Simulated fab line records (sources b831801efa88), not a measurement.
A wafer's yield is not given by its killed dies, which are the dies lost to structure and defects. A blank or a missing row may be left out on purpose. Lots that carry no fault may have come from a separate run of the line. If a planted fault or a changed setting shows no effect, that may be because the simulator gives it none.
Which tool did it? || flow sky130 || Sampling: 10 lots, 30 wafers, 4 of 708 route steps

== WHAT EACH GAUGE READ, for each wafer ==
SKY_VIA3_BOW_MEAS_03.
{"lot": "L179", "measured": "day 38 22:53", "on": "film-metro-04", "VIA3_BOW (um)": "75 75 88"}
{"lot": "L180", "measured": "day 39 02:17", "on": "film-metro-01", "VIA3_BOW (um)": "83 83 81"}
{"lot": "L181", "measured": "day 39 10:53", "on": "film-metro-04", "VIA3_BOW (um)": "83 81 90"}
{"lot": "L186", "measured": "day 40 21:47", "on": "film-metro-01", "VIA3_BOW (um)": "78 62 70"}
{"lot": "L187", "measured": "day 41 01:28", "on": "film-metro-01", "VIA3_BOW (um)": "81 82 81"}
{"lot": "L189", "measured": "day 41 15:47", "on": "film-metro-04", "VIA3_BOW (um)": "84 90 85"}
{"lot": "L192", "measured": "day 42 21:53", "on": "film-metro-04", "VIA3_BOW (um)": "80 73 89"}
{"lot": "L193", "measured": "day 43 01:31", "on": "film-metro-04", "VIA3_BOW (um)": "83 82 88"}
{"lot": "L194", "measured": "day 43 12:38", "on": "film-metro-01", "VIA3_BOW (um)": "76 80 77 - - -"}
{"lot": "L196", "measured": "day 44 01:33", "on": "film-metro-02", "VIA3_BOW (um)": "92 80 66"}

== TOOL THAT RAN EACH LOT (tool first, then ch and the chambers of the sampled wafers, then the start) ==
{"lot": "L179", "SKY_METAL3_ETCH_17": "rie-diel-04 ch 1,2, day 38 21:29", "SKY_METAL3_METAL_ETCH_18": "rie-metal-02 ch 0,1, day 38 21:34", "SKY_VIA3_CMP_02": "cmp-02 ch 0,3, day 38 22:32"}
{"lot": "L180", "SKY_METAL3_ETCH_17": "rie-diel-01 ch 0,1, day 39 00:52", "SKY_METAL3_METAL_ETCH_18": "rie-metal-03 ch 0,1, day 39 00:58", "SKY_VIA3_CMP_02": "cmp-01 ch 2,3, day 39 01:56"}
{"lot": "L181", "SKY_METAL3_ETCH_17": "rie-diel-02 ch 0,1,3, day 39 09:34", "SKY_METAL3_METAL_ETCH_18": "rie-metal-04 ch 0,1, day 39 09:35", "SKY_VIA3_CMP_02": "cmp-01 ch 0,1,3, day 39 10:35"}
{"lot": "L186", "SKY_METAL3_ETCH_17": "rie-diel-02 ch 1,3, day 40 20:25", "SKY_METAL3_METAL_ETCH_18": "rie-metal-03 ch 0,1, day 40 20:26", "SKY_VIA3_CMP_02": "cmp-01 ch 1,2,3, day 40 21:35"}
{"lot": "L187", "SKY_METAL3_ETCH_17": "rie-diel-01 ch 2,3, day 40 23:59", "SKY_METAL3_METAL_ETCH_18": "rie-metal-03 ch 0,1, day 41 00:01", "SKY_VIA3_CMP_02": "cmp-01 ch 1,2,3, day 41 01:12"}
{"lot": "L189", "SKY_METAL3_ETCH_17": "rie-diel-02 ch 2,3, day 41 14:28", "SKY_METAL3_METAL_ETCH_18": "rie-metal-04 ch 0,1, day 41 14:29", "SKY_VIA3_CMP_02": "cmp-02 ch 1,2,3, day 41 15:32"}
{"lot": "L192", "SKY_METAL3_ETCH_17": "rie-diel-01 ch 0,2,3, day 42 20:34", "SKY_METAL3_METAL_ETCH_18": "rie-metal-04 ch 0,1, day 42 20:35", "SKY_VIA3_CMP_02": "cmp-01 ch 0,1,2, day 42 21:35"}
{"lot": "L193", "SKY_METAL3_ETCH_17": "rie-diel-04 ch 1,3, day 43 00:10", "SKY_METAL3_METAL_ETCH_18": "rie-metal-03 ch 0,1, day 43 00:11", "SKY_VIA3_CMP_02": "cmp-02 ch 1,2,3, day 43 01:12"}
{"lot": "L194", "SKY_METAL3_ETCH_17": "rie-diel-01 ch 0,1,3, day 43 11:04", "SKY_METAL3_METAL_ETCH_18": "rie-metal-03 ch 1, day 43 11:05", "SKY_VIA3_CMP_02": "cmp-02 ch 0,1,3, day 43 12:26"}
{"lot": "L196", "SKY_METAL3_ETCH_17": "rie-diel-02 ch 0,2,3, day 44 00:01", "SKY_METAL3_METAL_ETCH_18": "rie-metal-04 ch 0,1, day 44 00:02", "SKY_VIA3_CMP_02": "cmp-01 ch 0,1,2, day 44 01:11"}
- SKY_METAL3_ETCH_17: etches SiO2 in C4F8/O2/Ar, stops on TiN, time 3.9 s, target depth 15 nm.
- SKY_METAL3_METAL_ETCH_18: etches the open film in Cl2/BCl3, stops on SiO2, target depth 845 nm, time 183.1 s.
- SKY_VIA3_CMP_02: polishes SiO2.

== THE ANSWER, worked out from the rows above alone ==
Rule: what is usual is taken from the lots themselves. Put in order of their means at a reading, lots are off if they are a third of the lots or fewer, leave a main group of 4 or more, and stand apart from it by a gap of 3 or more times the standard deviation of the main group's means; of several such gaps the widest counts. A main group whose means are all the same, to the digits that the tables above print for the reading, isn't used. Also off: a lot with no number at a reading for which 4 or more lots have one. Where the step has rows for the other lots, those lots are counted as sound.
Nothing can be told from this: no lot is off at any reading shown.

== WHAT THE SIMULATOR HAD PUT IN ==
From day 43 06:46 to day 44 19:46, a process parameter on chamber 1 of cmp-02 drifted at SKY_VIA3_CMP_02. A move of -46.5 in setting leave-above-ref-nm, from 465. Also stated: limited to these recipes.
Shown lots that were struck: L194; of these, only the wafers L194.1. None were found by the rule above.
